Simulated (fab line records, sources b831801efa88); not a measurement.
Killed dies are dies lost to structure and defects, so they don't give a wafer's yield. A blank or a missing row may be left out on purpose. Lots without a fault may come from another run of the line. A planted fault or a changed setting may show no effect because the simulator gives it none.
Which tool did it? | flow sky130 | 10 lots, 30 wafers sampled, at 5 steps of a route of 708

WHAT THE GAUGES READ, wafer by wafer
SKY_METAL2_RS_MEAS_05: measures by four-point-probe.
lot  | measured     | on            | METAL2_ALCU_RS (ohm/sq)
L556 | day 34 12:25 | film_metro-04 | 0.1263 0.1268 0.1262
L560 | day 35 15:01 | film_metro-03 | 0.1281 0.1254 0.1258
L561 | day 36 10:47 | film_metro-04 | 0.1277 0.1263 0.1265
L566 | day 37 10:22 | film_metro-04 | 8.7636 8.7395 8.8081
L567 | day 37 22:02 | film_metro-03 | 8.7062 8.6989 8.6661
L569 | day 38 13:16 | film_metro-04 | 0.1270 0.1262 0.1244
L571 | day 39 09:59 | film_metro-02 | 0.1253 0.1274 0.1251
L573 | day 39 18:01 | film_metro-04 | 0.1252 0.1284 0.1260
L575 | day 40 06:57 | film_metro-02 | 0.1247 0.1240 0.1245
L577 | day 41 05:02 | film_metro-04 | 0.1266 0.1300 0.1273

WHICH TOOL RAN EACH LOT (tool, then ch and the chambers of the sampled wafers, then the start)
lot  | SKY_VIA1_STRIP_16                    | SKY_VIA1_CVD_21               | SKY_VIA1_CMP_24               | SKY_METAL2_SPUTTER_02
L556 | plasma_asher-01 ch 0, day 34 11:03   | cvd_w-02 ch 0,1, day 34 11:42 | cmp-02 ch 0,1,2, day 34 12:04 | pvd_sputter-02, day 34 12:19
L560 | plasma_asher-02 ch 0,1, day 35 13:40 | cvd_w-02 ch 0,1, day 35 14:19 | cmp-02 ch 0,1,3, day 35 14:35 | pvd_sputter-02, day 35 14:56
L561 | plasma_asher-02 ch 0,1, day 36 09:25 | cvd_w-01 ch 0,1, day 36 10:04 | cmp-01 ch 0,1,2, day 36 10:20 | pvd_sputter-02, day 36 10:41
L566 | plasma_asher-02 ch 0,1, day 37 09:01 | cvd_w-01 ch 0,1, day 37 09:40 | cmp-02 ch 2,3, day 37 09:56   | pvd_sputter-01, day 37 10:17
L567 | plasma_asher-02 ch 0,1, day 37 20:40 | cvd_w-01 ch 0,1, day 37 21:19 | cmp-01 ch 1,2, day 37 21:39   | pvd_sputter-02, day 37 21:56
L569 | plasma_asher-01 ch 0, day 38 11:52   | cvd_w-02 ch 0, day 38 12:32   | cmp-01 ch 0,3, day 38 12:51   | pvd_sputter-01, day 38 13:09
L571 | plasma_asher-02 ch 0,1, day 39 08:31 | cvd_w-01 ch 1, day 39 09:15   | cmp-01 ch 0,2,3, day 39 09:37 | pvd_sputter-02, day 39 09:52
L573 | plasma_asher-02 ch 0,1, day 39 16:39 | cvd_w-01 ch 1, day 39 17:19   | cmp-01 ch 0,2, day 39 17:38   | pvd_sputter-01, day 39 17:56
L575 | plasma_asher-02 ch 0,1, day 40 05:33 | cvd_w-02 ch 0,1, day 40 06:14 | cmp-01 ch 0,3, day 40 06:31   | pvd_sputter-02, day 40 06:51
L577 | plasma_asher-04 ch 0,1, day 41 03:39 | cvd_w-02 ch 0,1, day 41 04:18 | cmp-01 ch 1,2, day 41 04:36   | pvd_sputter-01, day 41 04:53
- SKY_VIA1_STRIP_16: strips in O2/N2.
- SKY_VIA1_CVD_21: deposits W, target thk 270 nm, time 80.902 s.
- SKY_VIA1_CMP_24: polishes, stops on SiO2, t overpolish 15 s, target thk 0 nm.
- SKY_METAL2_SPUTTER_02: material AlCu, target thk 250 nm, time 13.3 s.

THE ANSWER, worked out from the rows above alone
Rule: what is usual is taken from the lots themselves. Put in order of their means at a reading, lots are off if they are a third of the lots or fewer, leave a main group of 4 or more, and stand apart from it by a gap of 3 or more times the standard deviation of the main group's means; of several such gaps the widest counts. A main group whose means are all the same, to the digits that the tables above print for the reading, isn't used. A lot without any number at a reading at which 4 lots or more have one is off too. The other lots that the step has rows for count as sound.
Off: L566, L567, at SKY_METAL2_RS_MEAS_05 (METAL2_ALCU_RS). The main group: mean 0.1263 ohm/sq, standard deviation 0.00094.
A tool fits if, at a process step before that reading, it ran every lot that is off, and no sound lot after the first of them. The gauges at SKY_METAL2_RS_MEAS_05 are tried like those tools. None of those tried fits.

WHAT THE SIMULATOR HAD PUT IN
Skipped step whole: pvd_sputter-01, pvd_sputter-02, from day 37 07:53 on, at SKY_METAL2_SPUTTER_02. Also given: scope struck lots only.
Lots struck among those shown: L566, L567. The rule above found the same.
